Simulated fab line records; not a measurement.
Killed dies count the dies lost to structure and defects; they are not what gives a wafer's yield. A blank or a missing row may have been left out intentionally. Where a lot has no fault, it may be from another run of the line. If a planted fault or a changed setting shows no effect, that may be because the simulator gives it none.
fab line records	flow gf180mcu	part 1 of 2: steps 1 to 26 of 35
[record] lots = 5	wafers = 15	last-day = 33
route steps=602 shown M5@532 V5@540
lots that met no fault: taken from a fault-free run of the same line
start-h: start of the lot's first displayed wafer, in hours after the record's first day	wait-h: hours from the lot's prior step to this one	" unchanged from the row above	L1.1+2: a single row standing in for several wafers	- no value present, or no start provided	* or withheld: withheld	< > ~ a bound
route shown NAME@n: a module of which the file shows steps, and the number in the route of the first	usual: average and standard deviation across the fault-free wafers	same: alike in all rows	chamber/n: place in a boat	sites: readings site by site	_std_site: their standard deviation	_edge_site: inner sites' mean taken away from outer sites' mean	radius-mm: for every site, how far away it sits from the centre of the wafer	mask NAME#n: copy n	behind: tool/chamber where the wafer was last shaped	hold: the reason the lot was held/the length of the hold in hours/how it ended	device: which transistor (n, p or np) failed to switch	end of line: at the end of the route, the tests of the same wafers	a step without rows: its recipe alone	killed: the dies lost at the first sort to structure and to defects; this is not the yield of the wafer	map: shows each die of a wafer: x if killed, . if not, _ if none is there
set.NAME: the setting that was run; set.NAME@STEP: the one run at that earlier step	model.NAME: the simulator's own value behind a step, which no gauge read
a table for each step, a row for each wafer; lots at some steps of the route
services: the hour from which a tool's chamber was out of use, counted from the record's first day as start-h (under 0 if before that day), plus the number of hours and why
[[steps]]
[step GF_M5_DEVELOP_06]
[recipe] develop-time-s = 60	dev-temp-c = 21
lot.wafer	tool	chamber	start-h	wait-h
L074.1+3+6	litho-track-03	0	606.37	0.2
L085.2+4+5	litho-track-03	0	691.74	0.2
L087.4+5+6	litho-track-04	0	701.79	0.1
L089.3+4+5	litho-track-03	0	712.82	0.1
L095.1+2+6	litho-track-01	0	749.26	0.2
[step GF_M5_CD_MEAS_07]
[recipe] target-cd-nm = 280
[usual] cd-nm = 280.2/1.2
lot.wafer	tool	chamber	start-h	wait-h	cd-nm
L074.1	cd-sem-01	-	606.52	0.1	280.4
L074.3	"	-	"	"	280.3
L074.6	"	-	"	"	280.4
L085.2	cd-sem-02	-	691.89	0.1	281.0
L085.4	"	-	"	"	280.4
L085.5	"	-	"	"	281.5
L087.4	cd-sem-01	-	701.93	0.1	279.9
L087.5	"	-	"	"	279.5
L087.6	"	-	"	"	279.6
L089.3	cd-sem-01	-	712.96	0.1	282.8
L089.4	"	-	"	"	282.9
L089.5	"	-	"	"	282.9
L095.1	cd-sem-02	-	749.41	0.1	281.1
L095.2	"	-	"	"	281.0
L095.6	"	-	"	"	281.2
[step GF_M5_OVL_MEAS_08]
[usual] M5_OVL = 1/5.1
lot.wafer	tool	chamber	start-h	wait-h	M5_OVL[nm]
L074.1	overlay-02	-	606.64	0.1	13
L074.3	"	-	"	"	9
L074.6	"	-	"	"	9
L085.2	overlay-01	-	691.99	0.1	-2
L085.4	"	-	"	"	3
L085.5	"	-	"	"	-6
L087.4	overlay-02	-	702.00	0.1	1
L087.5	"	-	"	"	-3
L087.6	"	-	"	"	-1
L089.3	overlay-02	-	713.05	0.1	-4
L089.4	"	-	"	"	-6
L089.5	"	-	"	"	-6
L095.1	overlay-01	-	749.57	0.1	1
L095.2	"	-	"	"	8
L095.6	"	-	"	"	9
[step GF_M5_ETCH_09]
[recipe] chemistry = CF4/O2	target = Si3N4	target-depth-nm = 52	source-w = 800	bias-w = 150	pressure-mtorr = 150	cf4-flow-sccm = 80	O2_flow_sccm = 10	time-s = 11.6
[usual] drypump-motor-current-A = 6.0/0.41	oes-product-au = 1.004/0.015	throttle-valve-pct = 5.973/0.01
lot.wafer	tool	chamber	start-h	wait-h	drypump-motor-current-A	oes-product-au	rf-hours-counter-h	throttle-valve-pct
L074.1	rie-diel-01	2	606.67	0.0	6.6	1.004	49	5.966
L074.3	"	1	"	"	6.3	0.991	66	5.963
L074.6	"	0	"	"	6.2	0.994	-	5.973
L085.2	rie-diel-01	3	692.02	0.0	6.5	1.010	15	5.978
L085.4	"	1	"	"	6.3	0.990	1	5.967
L085.5	"	3	"	"	6.5	1.005	-	5.979
L087.4	rie-diel-02	0	702.02	0.0	5.6	0.996	14	5.976
L087.5	"	0	"	"	5.7	1.002	-	5.968
L087.6	"	1	"	"	6.4	1.016	-	5.992
L089.3	rie-diel-02	2	713.07	0.0	6.0	1.003	23	5.975
L089.4	"	3	"	"	5.8	1.041	17	6.002
L089.5	"	2	"	"	5.9	1.001	-	5.977
L095.1	rie-diel-02	0	749.60	0.0	5.7	1.002	16	5.976
L095.2	"	3	"	"	5.8	1.026	19	5.977
L095.6	"	0	"	"	5.7	0.992	-	5.973
[step GF_M5_METAL_ETCH_10]
[recipe] chemistry = Cl2/BCl3	mask-material = KrF	target-depth-nm = 627.5	stop-on = SiO2	pressure-mtorr = 8	icp-w = 800	bias-w = 140	Cl2_flow_sccm = 80	bcl3-flow-sccm = 40	time-s = 104.6
[usual] drypump-motor-current-A = 5.91/0.28	oes-product-au = 0.971/0.0071	throttle-valve-pct = 28.250/0.011
lot.wafer	tool	chamber	start-h	wait-h	drypump-motor-current-A	oes-product-au	rf-hours-counter-h	throttle-valve-pct
L074.1	rie-metal-03	0	606.70	0.0	6.13	0.969	10	28.253
L074.3	"	1	"	"	6.06	0.974	-	28.257
L074.6	"	1	"	"	6.02	0.979	-	28.232
L085.2	rie-metal-04	1	692.05	0.0	5.52	0.949	3	28.263
L085.4	"	1	"	"	5.51	0.968	-	28.243
L085.5	"	1	"	"	5.53	0.969	-	28.264
L087.4	rie-metal-04	0	702.08	0.0	6.20	0.974	-	28.260
L087.5	"	0	"	"	6.18	0.965	-	28.243
L087.6	"	1	"	"	5.52	0.967	-	28.250
L089.3	rie-metal-04	0	713.13	0.0	6.21	0.977	-	28.256
L089.4	"	1	"	"	5.51	0.979	-	28.238
L089.5	"	0	"	"	6.20	0.976	-	28.258
L095.1	rie-metal-03	1	749.62	0.0	6.03	0.967	9	28.238
L095.2	"	0	"	"	6.11	0.971	2	28.269
L095.6	"	0	"	"	6.11	0.959	-	28.277
[step GF_M5_STRIP_11]
[recipe] chemistry = O2/N2	power-w = 1400	pressure-mtorr = 1500	platen-temp-c = 250	o2-flow-sccm = 3000	n2-flow-sccm = 300	overash-fraction = 0.5
[usual] drypump-motor-current-A = 5.3/0.31	heater-power-w = 356/52	o2-flow-sccm = 2998/9.8	oes-product-au = 0.543/0.0047	strip-time-to-endpoint-s = 7.53/0.059
lot.wafer	tool	chamber	start-h	wait-h	drypump-motor-current-A	heater-power-w	o2-flow-sccm	oes-product-au	rf-hours-counter-h	strip-time-to-endpoint-s
L074.1	plasma-asher-04	0	606.81	0.1	5.5	384	3003	0.544	82	7.60
L074.3	"	1	"	"	4.9	337	2994	0.541	-	7.62
L074.6	"	0	"	"	5.5	393	2993	0.543	-	7.60
L085.2	plasma-asher-02	1	692.16	0.1	5.8	338	2991	0.543	112	7.53
L085.4	"	1	"	"	5.8	335	2999	0.540	-	7.52
L085.5	"	0	"	"	5.7	277	2991	0.543	-	7.52
L087.4	plasma-asher-02	0	702.19	0.1	5.7	275	2977	0.549	-	7.56
L087.5	"	0	"	"	5.7	285	2974	0.541	-	7.56
L087.6	"	1	"	"	5.8	340	3007	0.541	-	7.51
L089.3	plasma-asher-03	1	713.24	0.1	5.4	323	3010	0.540	-	7.50
L089.4	"	0	"	"	5.0	429	2996	0.546	-	7.45
L089.5	"	0	"	"	5.0	431	2994	0.541	-	7.54
L095.1	plasma-asher-03	1	749.74	0.1	5.4	333	2999	0.550	64	7.65
L095.2	"	0	"	"	5.0	440	2981	0.551	64	7.63
L095.6	"	0	"	"	5.0	438	2993	0.550	-	7.69
[step GF_M5_STRIP_12]
[recipe] chemistry = post-etch-residue-remover	time-s = 1200	temp-c = 72.5
[usual] bath-guard-temp-C = 72.9/0.5	bath-heat-duty-pct = 14.6/1.8
lot.wafer	tool	chamber	start-h	wait-h	bath-guard-temp-C	bath-heat-duty-pct
L074.1	wet-bench-03	3	606.91	0.1	73.2	12.4
L074.3	"	3	"	"	73.1	12.6
L074.6	"	3	"	"	73.2	13.5
L085.2	wet-bench-04	3	692.26	0.1	72.6	15.2
L085.4	"	3	"	"	72.5	13.2
L085.5	"	3	"	"	72.7	14.0
L087.4	wet-bench-04	1	702.26	0.0	73.0	14.4
L087.5	"	1	"	"	72.8	15.4
L087.6	"	1	"	"	72.8	13.8
L089.3	wet-bench-03	1	713.31	0.0	72.8	14.3
L089.4	"	1	"	"	72.6	12.5
L089.5	"	1	"	"	72.4	15.2
L095.1	wet-bench-03	2	749.84	0.1	72.9	14.7
L095.2	"	2	"	"	72.7	14.3
L095.6	"	2	"	"	72.8	15.7
[step GF_M5_CLEAN_13]
[recipe] chemistry = DIW	dry = n2-spin
lot.wafer	tool	chamber	start-h	wait-h
L074.1+3+6	wet-bench-04	0	607.28	0.0
L085.2+4+5	wet-bench-01	1	692.60	0.0
L087.4+5+6	wet-bench-04	1	702.94	0.0
L089.3+4+5	wet-bench-01	1	713.65	0.0
L095.1+2+6	wet-bench-01	3	750.18	0.0
[step GF_V5_CVD_00]
[recipe] material = SiO2	target-thk-nm = 300	sigma-open-frac = 0.3	temp-c = 400	time-s = 50	sih4-flow-sccm = 60	pressure-mtorr = 6
lot.wafer	tool	chamber	start-h	wait-h
L074.1+3+6	hdpcvd-02	0,2,2	607.37	0.0
L085.2+4+5	hdpcvd-02	2,1,2	692.69	0.0
L087.4+5+6	hdpcvd-01	2,1,0	703.15	0.0
L089.3+4+5	hdpcvd-01	2,1,0	713.76	0.0
L095.1+2+6	hdpcvd-01	2,1,1	750.27	0.0
[step GF_V5_THK_MEAS_01]
[recipe] reads = SiO2_of_V5_CVD_00
[usual] V5_CVD_00_THK = 300/3.6
lot.wafer	tool	chamber	start-h	wait-h	V5_CVD_00_THK[nm]
L074.1	film-metro-04	-	607.42	0.0	300
L074.3	"	-	"	"	297
L074.6	"	-	"	"	299
L085.2	film-metro-04	-	692.75	0.0	304
L085.4	"	-	"	"	301
L085.5	"	-	"	"	299
L087.4	film-metro-04	-	703.20	0.0	299
L087.5	"	-	"	"	292
L087.6	"	-	"	"	299
L089.3	film-metro-01	-	713.82	0.0	300
L089.4	"	-	"	"	294
L089.5	"	-	"	"	303
L095.1	film-metro-04	-	750.31	0.0	303
L095.2	"	-	"	"	297
L095.6	"	-	"	"	299
[step GF_V5_CVD_02]
[recipe] material = SiO2	target-thk-nm = 1450	precursor = TEOS	temp-c = 400	time-s = 163.28	rf-w = 600
[usual] heater-power-w = 628/90
lot.wafer	tool	chamber	start-h	wait-h	heater-power-w
L074.1	pecvd-01	2	607.48	0.1	690
L074.3	"	1	"	"	579
L074.6	"	2	"	"	739
L085.2	pecvd-03	0	692.80	0.0	601
L085.4	"	0	"	"	484
L085.5	"	1	"	"	634
L087.4	pecvd-03	0	703.28	0.1	610
L087.5	"	2	"	"	449
L087.6	"	1	"	"	637
L089.3	pecvd-01	0	713.86	0.0	710
L089.4	"	2	"	"	739
L089.5	"	0	"	"	576
L095.1	pecvd-01	1	750.37	0.1	529
L095.2	"	2	"	"	627
L095.6	"	2	"	"	714
[step GF_V5_THK_MEAS_03]
[recipe] reads = SiO2_of_V5_CVD_02
[usual] V5_CVD_02_THK = 1445/18
lot.wafer	tool	chamber	start-h	wait-h	V5_CVD_02_THK[nm]
L074.1	film-metro-01	-	607.59	0.1	1419
L074.3	"	-	"	"	1410
L074.6	"	-	"	"	1447
L085.2	film-metro-01	-	692.91	0.1	1423
L085.4	"	-	"	"	1461
L085.5	"	-	"	"	1447
L087.4	film-metro-04	-	703.36	0.0	1438
L087.5	"	-	"	"	1455
L087.6	"	-	"	"	1450
L089.3	film-metro-02	-	713.99	0.1	1436
L089.4	"	-	"	"	1446
L089.5	"	-	"	"	1444
L095.1	film-metro-04	-	750.48	0.1	1457
L095.2	"	-	"	"	1439
L095.6	"	-	"	"	1437
[step GF_V5_CMP_04]
[recipe] material = SiO2	down-force-psi = 4	platen-rpm = 60	pad-velocity-m-s = 0.94248
[usual] motor-current-A = 12.1/1.1	platen-rpm = 60.00/0.043	slurry-filter-dp-kPa = 13.50/0.13	slurry-flow-ml-min = 149.9/0.51
lot.wafer	tool	chamber	start-h	wait-h	motor-current-A	platen-rpm	slurry-filter-dp-kPa	slurry-flow-ml-min
L074.3	cmp-01	3	607.70	0.1	10.7	59.99	13.64	149.8
L074.1	"	1	"	"	11.4	59.99	13.40	150.3
L074.6	"	2	"	"	12.5	59.99	13.55	149.9
L085.4	cmp-02	2	693.01	0.1	13.1	60.05	13.40	149.3
L085.2	"	0	"	"	10.2	59.97	13.35	149.7
L085.5	"	1	"	"	13.7	59.99	13.52	150.6
L087.4	cmp-01	3	703.54	0.2	11.3	59.99	13.66	149.5
L087.6	"	0	"	"	13.0	60.10	13.60	149.1
L087.5	"	1	"	"	11.6	59.98	13.54	149.6
L089.4	cmp-01	0	714.08	0.1	13.8	60.00	13.68	150.1
L089.3	"	2	"	"	12.4	60.03	13.47	149.2
L089.5	"	0	"	"	13.6	60.03	13.55	151.2
L095.1	cmp-02	1	750.95	0.5	12.4	59.98	13.37	149.2
L095.2	"	0	"	"	10.2	60.04	13.62	149.6
L095.6	"	1	"	"	12.6	59.99	13.56	149.7
[step GF_V5_BOW_MEAS_05]
[recipe] mode = bow
[usual] V5_BOW = 135/10
lot.wafer	tool	chamber	start-h	wait-h	V5_BOW[um]
L074.1	film-metro-02	-	607.95	0.1	140
L074.3	"	-	"	"	129
L074.6	"	-	"	"	109
L085.2	film-metro-02	-	693.28	0.1	147
L085.4	"	-	"	"	138
L085.5	"	-	"	"	149
L087.4	film-metro-02	-	703.75	0.2	144
L087.5	"	-	"	"	139
L087.6	"	-	"	"	151
L089.3	film-metro-02	-	714.37	0.1	151
L089.4	"	-	"	"	134
L089.5	"	-	"	"	148
L095.1	film-metro-04	-	751.25	0.2	123
L095.2	"	-	"	"	141
L095.6	"	-	"	"	141
[step GF_V5_DEHYDRATE_06]
[recipe] temp-c = 200	time-s = 60
[usual] plate-temp-C = 199.99/0.14
lot.wafer	tool	chamber	start-h	wait-h	plate-temp-C
L074.1	litho-track-02	0	617.81	9.8	199.92
L074.3	"	0	"	"	200.08
L074.6	"	0	"	"	199.94
L085.2	litho-track-02	0	701.84	8.5	199.97
L085.4	"	0	"	"	199.81
L085.5	"	0	"	"	199.99
L087.4	litho-track-01	0	712.29	8.5	200.03
L087.5	"	0	"	"	199.98
L087.6	"	0	"	"	199.89
L089.3	litho-track-02	0	722.66	8.3	199.92
L089.4	"	0	"	"	199.88
L089.5	"	0	"	"	199.95
L095.1	litho-track-01	0	758.86	7.6	200.27
L095.2	"	0	"	"	200.06
L095.6	"	0	"	"	200.11
[step GF_V5_HMDS_07]
[recipe] prime-time-s = 60	prime-temp-c = 120
lot.wafer	tool	chamber	start-h	wait-h
L074.1+3+6	litho-track-02	0	617.96	0.1
L085.2+4+5	litho-track-02	0	701.99	0.1
L087.4+5+6	litho-track-01	0	712.44	0.1
L089.3+4+5	litho-track-02	0	722.81	0.1
L095.1+2+6	litho-track-01	0	759.01	0.1
[step GF_V5_COAT_08]
[recipe] resist = BARC	temp-c = withheld	time-s = withheld	spin-rpm = withheld	resist-thk-nm = withheld
lot.wafer	tool	chamber	start-h	wait-h
L074.1+3+6	litho-track-02	0	618.11	0.1
L085.2+4+5	litho-track-02	0	702.14	0.1
L087.4+5+6	litho-track-01	0	712.59	0.1
L089.3+4+5	litho-track-02	0	722.96	0.1
L095.1+2+6	litho-track-01	0	759.16	0.1
[step GF_V5_COAT_09]
[recipe] resist = KrF	spin-rpm = withheld	resist-thk-nm = 1000
lot.wafer	tool	chamber	start-h	wait-h
L074.1+3+6	litho-track-02	0	-	-
L085.2+4+5	litho-track-02	0	-	-
L087.4+5+6	litho-track-01	0	-	-
L089.3+4+5	litho-track-02	0	-	-
L095.1+2+6	litho-track-01	0	-	-
[step GF_V5_SOFTBAKE_10]
[recipe] temp-c = 130	time-s = 60	resist = KrF
[usual] plate-temp-C = 130.03/0.13
lot.wafer	tool	chamber	start-h	wait-h	plate-temp-C
L074.1	litho-track-02	0	-	-	130.10
L074.3	"	0	"	"	130.09
L074.6	"	0	"	"	129.83
L085.2	litho-track-02	0	-	-	129.88
L085.4	"	0	"	"	129.86
L085.5	"	0	"	"	129.99
L087.4	litho-track-01	0	-	-	129.90
L087.5	"	0	"	"	129.85
L087.6	"	0	"	"	129.80
L089.3	litho-track-02	0	-	-	130.04
L089.4	"	0	"	"	129.76
L089.5	"	0	"	"	130.00
L095.1	litho-track-01	0	-	-	130.15
L095.2	"	0	"	"	130.07
L095.6	"	0	"	"	130.11
[step GF_V5_EXPOSE_11]
[recipe] mask-id = Via5	target-cd-nm = 260	na = 0.68	source-shape = conventional	sigma-outer = 0.6	dose-mj = 38
[usual] stage-vel-mm-s = 500.00/0.29
lot.wafer	tool	chamber	start-h	wait-h	mask	stage-vel-mm-s
L074.1	krf-scanner-02	0	-	-	Via5#0	500.44
L074.3	"	0	"	"	Via5#0	500.48
L074.6	"	0	"	"	Via5#0	500.26
L085.2	krf-scanner-02	0	-	-	Via5#0	499.92
L085.4	"	0	"	"	Via5#0	500.03
L085.5	"	0	"	"	Via5#0	499.84
L087.4	krf-scanner-01	0	-	-	Via5#0	500.29
L087.5	"	0	"	"	Via5#0	499.63
L087.6	"	0	"	"	Via5#0	500.28
L089.3	krf-scanner-01	0	-	-	Via5#0	499.86
L089.4	"	0	"	"	Via5#0	500.62
L089.5	"	0	"	"	Via5#0	500.30
L095.1	krf-scanner-01	0	-	-	Via5#0	499.99
L095.2	"	0	"	"	Via5#0	500.12
L095.6	"	0	"	"	Via5#0	499.96
[step GF_V5_PEB_12]
[recipe] peb-temp-c = 135	peb-time-s = 90	resist = KrF
[usual] plate-temp-C = 134.97/0.12
lot.wafer	tool	chamber	start-h	wait-h	plate-temp-C
L074.1	litho-track-04	0	-	-	135.08
L074.3	"	0	"	"	134.94
L074.6	"	0	"	"	135.09
L085.2	litho-track-01	0	-	-	134.80
L085.4	"	0	"	"	134.93
L085.5	"	0	"	"	134.88
L087.4	litho-track-04	0	-	-	135.07
L087.5	"	0	"	"	134.98
L087.6	"	0	"	"	134.98
L089.3	litho-track-04	0	-	-	134.97
L089.4	"	0	"	"	134.88
L089.5	"	0	"	"	134.90
L095.1	litho-track-02	0	-	-	134.95
L095.2	"	0	"	"	134.83
L095.6	"	0	"	"	134.84
[step GF_V5_DEVELOP_13]
[recipe] develop-time-s = 60	resist = KrF	dev-temp-c = 21
lot.wafer	tool	chamber	start-h	wait-h
L074.1+3+6	litho-track-04	0	628.42	0.2
L085.2+4+5	litho-track-01	0	711.49	0.2
L087.4+5+6	litho-track-04	0	721.09	0.1
L089.3+4+5	litho-track-04	0	731.91	0.1
L095.1+2+6	litho-track-02	0	767.46	0.2
[step GF_V5_CD_MEAS_14]
[recipe] target-cd-nm = 260
[usual] cd-nm = 260.0/1.1
lot.wafer	tool	chamber	start-h	wait-h	cd-nm
L074.1	cd-sem-01	-	628.57	0.1	262.2
L074.3	"	-	"	"	261.6
L074.6	"	-	"	"	261.8
L085.2	cd-sem-02	-	711.63	0.1	261.4
L085.4	"	-	"	"	261.6
L085.5	"	-	"	"	260.1
L087.4	cd-sem-02	-	721.22	0.1	260.7
L087.5	"	-	"	"	261.1
L087.6	"	-	"	"	261.9
L089.3	cd-sem-02	-	732.05	0.1	259.1
L089.4	"	-	"	"	259.6
L089.5	"	-	"	"	259.5
L095.1	cd-sem-02	-	767.61	0.1	260.5
L095.2	"	-	"	"	259.5
L095.6	"	-	"	"	259.6
[step GF_V5_OVL_MEAS_15]
[usual] V5_OVL = -3/5.5
lot.wafer	tool	chamber	start-h	wait-h	V5_OVL[nm]
L074.1	overlay-01	-	628.69	0.1	1
L074.3	"	-	"	"	1
L074.6	"	-	"	"	-11
L085.2	overlay-01	-	711.74	0.1	-3
L085.4	"	-	"	"	5
L085.5	"	-	"	"	5
L087.4	overlay-02	-	721.30	0.1	-8
L087.5	"	-	"	"	-4
L087.6	"	-	"	"	-7
L089.3	overlay-02	-	732.15	0.1	-5
L089.4	"	-	"	"	-13
L089.5	"	-	"	"	-7
L095.1	overlay-02	-	767.73	0.1	0
L095.2	"	-	"	"	-4
L095.6	"	-	"	"	-10
[step GF_V5_ETCH_16]
[recipe] chemistry = N2/H2	target-depth-a = withheld	overetch-a = withheld	time-s = withheld	target = BARC	ion-energy-ev = 200	source-w = 500	bias-w = 100	pressure-mtorr = 30	n2-flow-sccm = 100	h2-flow-sccm = 200
[usual] drypump-motor-current-A = 5.7/0.44	oes-product-au = 0.855/0.0049	throttle-valve-pct = 13.225/0.0096
lot.wafer	tool	chamber	start-h	wait-h	drypump-motor-current-A	oes-product-au	throttle-valve-pct
L074.1	rie-diel-02	0	628.72	0.0	5.7	0.859	13.227
L074.3	"	3	"	"	5.8	0.858	13.236
L074.6	"	3	"	"	5.8	0.854	13.223
L085.2	rie-diel-02	1	711.77	0.0	6.4	0.861	13.216
L085.4	"	3	"	"	5.8	0.850	13.252
L085.5	"	0	"	"	5.7	0.859	13.211
L087.4	rie-diel-02	1	721.32	0.0	6.4	0.864	13.228
L087.5	"	3	"	"	5.8	0.853	13.219
L087.6	"	2	"	"	6.0	0.856	13.227
L089.3	rie-diel-04	3	732.17	0.0	5.2	0.859	13.224
L089.4	"	1	"	"	6.3	0.847	13.212
L089.5	"	0	"	"	5.2	0.854	13.223
L095.1	rie-diel-03	1	767.77	0.0	5.6	0.854	13.227
L095.2	"	3	"	"	5.7	0.850	13.236
L095.6	"	0	"	"	5.4	0.857	13.217
[step GF_V5_ETCH_17]
[recipe] chemistry = C4F8/O2/Ar	mask-material = KrF	target = SiO2	stop-on = TiN	source-w = 1500	bias-w = 1200	pressure-mtorr = 40	c4f8-flow-sccm = withheld	O2_flow_sccm = 6	Ar_flow_sccm = 300	time-s = withheld	target-depth-a = 8550
[usual] oes-product-au = 0.859/0.0043
lot.wafer	tool	chamber	start-h	wait-h	oes-product-au
L074.1	rie-diel-02	0	-	-	0.865
L074.3	"	3	"	"	0.862
L074.6	"	3	"	"	0.845
L085.2	rie-diel-02	1	-	-	0.861
L085.4	"	3	"	"	0.862
L085.5	"	0	"	"	0.859
L087.4	rie-diel-02	1	-	-	0.863
L087.5	"	3	"	"	0.852
L087.6	"	2	"	"	0.857
L089.3	rie-diel-04	3	-	-	0.859
L089.4	"	1	"	"	0.859
L089.5	"	0	"	"	0.866
L095.1	rie-diel-03	1	-	-	0.858
L095.2	"	3	"	"	0.860
L095.6	"	0	"	"	0.853
